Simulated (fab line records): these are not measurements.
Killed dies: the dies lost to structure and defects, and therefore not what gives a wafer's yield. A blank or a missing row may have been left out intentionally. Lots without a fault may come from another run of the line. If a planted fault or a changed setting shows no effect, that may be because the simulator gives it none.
Which tool did it?    flow gf180mcu    39 wafers from 13 lots sampled at 2 of the route's 602 steps

== WHAT THE GAUGES READ, wafer by wafer ==
GF_V4_THK_MEAS_01.
lot   measured      on             V4_CVD_00_THK (nm)
L367  day 23 08:17  film_metro-04  598 600 603
L368  day 23 13:09  film_metro-03  600 597 594
L369  day 24 02:42  film_metro-04  603 604 601
L372  day 25 06:22  film_metro-02  598 597 592
L376  day 26 13:50  film_metro-02  602 605 598
L381  day 28 03:49  film_metro-04  603 604 597
L383  day 28 18:14  film_metro-02  593 592 596
L384  day 28 21:38  film_metro-04  592 598 599
L386  day 29 09:41  film_metro-03  608 600 592
L387  day 29 18:12  film_metro-03  603 596 605
L388  day 30 04:16  film_metro-03  598 607 603
L389  day 30 08:26  film_metro-02  597 605 603
L390  day 30 11:20  film_metro-03  595 603 595

== WHAT TOOL EACH LOT RAN ON (gives the tool, then ch and the chambers of the sampled wafers, and finally the start) ==
lot   GF_DUAL_GATE_STRIP_13
L367  plasma_asher-01 ch 0, day 8 06:28
L368  plasma_asher-03 ch 0,1, day 8 12:58
L369  plasma_asher-01 ch 0,1, day 8 23:25
L372  plasma_asher-02 ch 0,1, day 9 19:04
L376  plasma_asher-02 ch 0,1, day 10 23:29
L381  plasma_asher-01 ch 0,1, day 12 10:01
L383  plasma_asher-03 ch 0,1, day 12 22:08
L384  plasma_asher-03 ch 0,1, day 13 04:16
L386  plasma_asher-03 ch 0,1, day 13 20:56
L387  plasma_asher-01 ch 0,1, day 14 02:07
L388  plasma_asher-01 ch 0,1, day 14 14:43
L389  plasma_asher-02 ch 0,1, day 14 18:19
L390  plasma_asher-03 ch 0,1, day 15 00:22
- GF_DUAL_GATE_STRIP_13: strips in O2/N2.

== AS READ BY THE TOOLS THEMSELVES (means over the sampled wafers that have a number; for cases with no such wafer, the mark the record gives instead) ==
GF_DUAL_GATE_STRIP_13.
lot   tool             drypump_motor_current_A (A)  heater_power_w (W)  oes_product_au (a.u.)  strip_time_to_endpoint_s (s)
L367  plasma_asher-01  6.56                         354                 0.718                  12.70
L368  plasma_asher-03  6.06                         342                 0.715                  12.68
L369  plasma_asher-01  6.53                         367                 0.716                  12.67
L372  plasma_asher-02  6.25                         336                 0.744                  12.69
L376  plasma_asher-02  6.24                         333                 0.744                  12.67
L381  plasma_asher-01  6.53                         364                 0.713                  12.62
L383  plasma_asher-03  6.13                         318                 0.713                  12.63
L384  plasma_asher-03  6.04                         344                 0.718                  12.64
L386  plasma_asher-03  6.04                         342                 0.718                  12.63
L387  plasma_asher-01  6.52                         370                 0.718                  12.60
L388  plasma_asher-01  6.54                         357                 0.712                  12.70
L389  plasma_asher-02  6.26                         339                 0.717                  12.67
L390  plasma_asher-03  6.14                         320                 0.718                  12.66

== THE ANSWER, worked out from the rows above alone ==
Rule: what is usual is taken from the lots themselves. The widest of any qualifying gaps counts: lots, ordered by their means at a reading, are off when they make up no more than a third of the lots, leave a main group of 4 or more, and stand apart from it by 3 or more times the standard deviation of that group's means. A main group is skipped when, at the precision printed for the reading in the tables above, its means are all equal. A lot without any number at a reading at which 4 lots or more have one is off too. Any other lot the step has rows for is counted as sound. First the gauges in route order, then the tools' own readings, where a lot's mean is used as printed above. At the first step where some lot is off, the reading lying furthest off is the one used; lots without a number count as furthest.
Off: L372, L376, at GF_DUAL_GATE_STRIP_13 (oes_product_au). The main group has a mean of 0.716 a.u. with a standard deviation of 0.0023.
If a tool, at that step or one of the process steps before it, ran each lot that is off and ran no sound lot following the first of them, it fits. No candidate that was tried fits.

== WHAT THE SIMULATOR HAD PUT IN ==
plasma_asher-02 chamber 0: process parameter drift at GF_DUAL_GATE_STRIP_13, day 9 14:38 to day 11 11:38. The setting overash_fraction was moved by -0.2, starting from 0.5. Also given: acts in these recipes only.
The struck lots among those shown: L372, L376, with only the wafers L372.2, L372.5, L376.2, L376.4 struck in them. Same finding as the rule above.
